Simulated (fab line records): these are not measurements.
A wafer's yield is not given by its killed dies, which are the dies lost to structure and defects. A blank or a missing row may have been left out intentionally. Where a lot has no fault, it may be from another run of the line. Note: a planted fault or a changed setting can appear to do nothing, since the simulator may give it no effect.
Problem report in the 8D (eight disciplines) form, filled by code -- flow gf180mcu -- the parts of the form that need people (team, actions taken, sign-off) are left out

## 1. WHAT IS WRONG
Mean of timeToEndpointS at GF_STI_CMP_25: 257 s across 4 wafers in 3 lots; on wafers with no fault it is 128 s (standard deviation 4.2). Measured from the usual mean, that is +31 standard deviations.
The step: polishes, stops on Si3N4, t overpolish 33 s, target thk 524.6 nm.
First observed at day 5 18:32: wafer L558.3, on cmp-01. The record holds 36 wafers of 12 lots with a number at this step. Rule for "out", or "out of limits": more than 4 standard deviations from the usual mean. The rest of the wafers with a number are treated as sound.

## 2. WHAT IT IS AND WHAT IT IS NOT
question,is,is not
which readings at this step,timeToEndpointS,"motorCurrentA, overpolishRunS, slurryFlowMlMin"
which lots,"L558, L559, L563","L541, L542, L544, L547, L548, L550, L551, L552, L564"
which wafers of those lots,"L558.3, L558.6, L559.6, L563.6","L558.1, L559.4, L559.5, L563.2, L563.5"
read on which tools,cmp-01,cmp-02
when,from day 5 18:32,"up to then (25 sound wafers); but 7 sound wafers of L559, L563, L564 came after"

## 3. WHAT RULES OUT EACH SUSPECT
Counting: if a tool at a process step up to the reading ran every lot that is out, it stays a suspect. Sound lots after the first of them don't rule it out here, since some wafers of a struck lot are sound.
- cmp-01 at GF_STI_CMP_25 (polishes, stops on Si3N4, t overpolish 33 s, target thk 524.6 nm): kept. It ran every lot that is out, first L558 (day 5 18:32); its last sound lot up to then is L552 (day 4 17:58). Its own readings are out on those wafers: timeToEndpointS.
Remaining after the count: cmp-01 at GF_STI_CMP_25.

## 4. THE CAUSE (what the simulator had put in)
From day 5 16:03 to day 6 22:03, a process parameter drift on cmp-01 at GF_STI_CMP_25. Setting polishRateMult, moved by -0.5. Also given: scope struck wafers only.
This tool alone remained once counting was done.

## 5. SEQUENCE OF EFFECTS, ordered by route
Rows list readings where the struck wafers' mean (over those with a number) sits beyond 3 standard deviations from the usual. Only readings whose record carries a usual standard deviation are examined. hours: median over the lots of the time between each lot's start at the first step of this table that gives one and its start at this step. sigmas: the change, counted in usual standard deviations.
hours,step,reading,usual,on struck wafers,change,sigmas
0,GF_STI_CMP_25,timeToEndpointS,128 s,257,+129,+31
Here are the process steps it includes:
- GF_STI_CMP_25: polishes, stops on Si3N4, t overpolish 33 s, target thk 524.6 nm.

## 6. HOW IT WOULD HAVE BEEN CAUGHT EARLIER
2 hours passed between the start of the fault at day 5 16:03 and the first reading out of limits in this record, taken at day 5 18:32.
